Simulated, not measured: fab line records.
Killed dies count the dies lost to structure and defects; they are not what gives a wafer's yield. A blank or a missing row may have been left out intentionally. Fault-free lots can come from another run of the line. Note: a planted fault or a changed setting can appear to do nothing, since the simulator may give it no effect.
Which tool is to blame?	flow sky130	18 wafers from 6 lots sampled at 4 of the route's 708 steps

## WHAT THE GAUGES SHOWED, per wafer
SKY_SD_N_RS_MEAS_16: a four-point-probe measurement.
lot	measured	on	SD_N_RS (ohm/sq)
L788	day 29 16:22	film_metro-01	68.49 68.61 68.54
L796	day 32 08:14	film_metro-01	68.63 68.41 68.52
L798	day 32 15:10	film_metro-03	69.41 69.21 69.26 69.41 69.34 69.09
L801	day 33 14:22	film_metro-01	68.47 68.39 68.50
L804	day 34 15:58	film_metro-03	68.70 68.54 68.49
L807	day 35 09:02	film_metro-03	68.57 68.55 68.65

## WHAT TOOL EACH LOT RAN ON (gives the tool, then ch and the chambers of the sampled wafers, and finally the start)
lot	SKY_RES_XHIGH_STRIP_08	SKY_SD_N_IMPLANT_09	SKY_SD_N_STRIP_11
L788	plasma_asher-04 ch 0,1, day 28 10:50	implanter-01 ch 0, day 29 15:41	plasma_asher-01 ch 0,1, day 29 15:57
L796	plasma_asher-02 ch 0,1, day 31 04:32	implanter-01 ch 0, day 32 07:34	plasma_asher-04 ch 0,1, day 32 07:49
L798	plasma_asher-02 ch 0,1, day 31 11:47	implanter-01 ch 0, day 32 14:29	plasma_asher-01 ch 0,1, day 32 14:46
L801	plasma_asher-02 ch 0,1, day 32 11:30	implanter-03 ch 0, day 33 13:41	plasma_asher-03 ch 0,1, day 33 13:59
L804	plasma_asher-04 ch 0,1, day 33 12:02	implanter-03 ch 0, day 34 15:17	plasma_asher-03 ch 0,1, day 34 15:34
L807	plasma_asher-01 ch 0,1, day 34 05:22	implanter-03 ch 0, day 35 08:22	plasma_asher-04 ch 0,1, day 35 08:38
- SKY_RES_XHIGH_STRIP_08: strips in O2/N2.
- SKY_SD_N_IMPLANT_09
- SKY_SD_N_STRIP_11: strips in O2/N2.

## THE ANSWER, worked out from the rows above alone
Rule: usual is defined by the lots themselves. Put in order of their means at a reading, lots are off if they are a third of the lots or fewer, leave a main group of 4 or more, and stand apart from it by a gap of 3 or more times the standard deviation of the main group's means; of several such gaps the widest counts. If all means in a main group match to the digits the tables above print for the reading, that group is not used. A lot without any number at a reading at which 4 lots or more have one is off too. All remaining lots with rows at the step are treated as sound.
Off: L798, at SKY_SD_N_RS_MEAS_16 (SD_N_RS). Main group: mean 68.54 ohm/sq, sd 0.049.
If a tool, at a process step before that reading, ran all the lots that are off and no sound lot after the first of them, it fits. The gauges at SKY_SD_N_RS_MEAS_16 are tried like those tools. Undecided on this evidence; 2 tools fit (implanter-01 at SKY_SD_N_IMPLANT_09, plasma_asher-01 at SKY_SD_N_STRIP_11).

## WHAT THE SIMULATOR HAD PUT IN
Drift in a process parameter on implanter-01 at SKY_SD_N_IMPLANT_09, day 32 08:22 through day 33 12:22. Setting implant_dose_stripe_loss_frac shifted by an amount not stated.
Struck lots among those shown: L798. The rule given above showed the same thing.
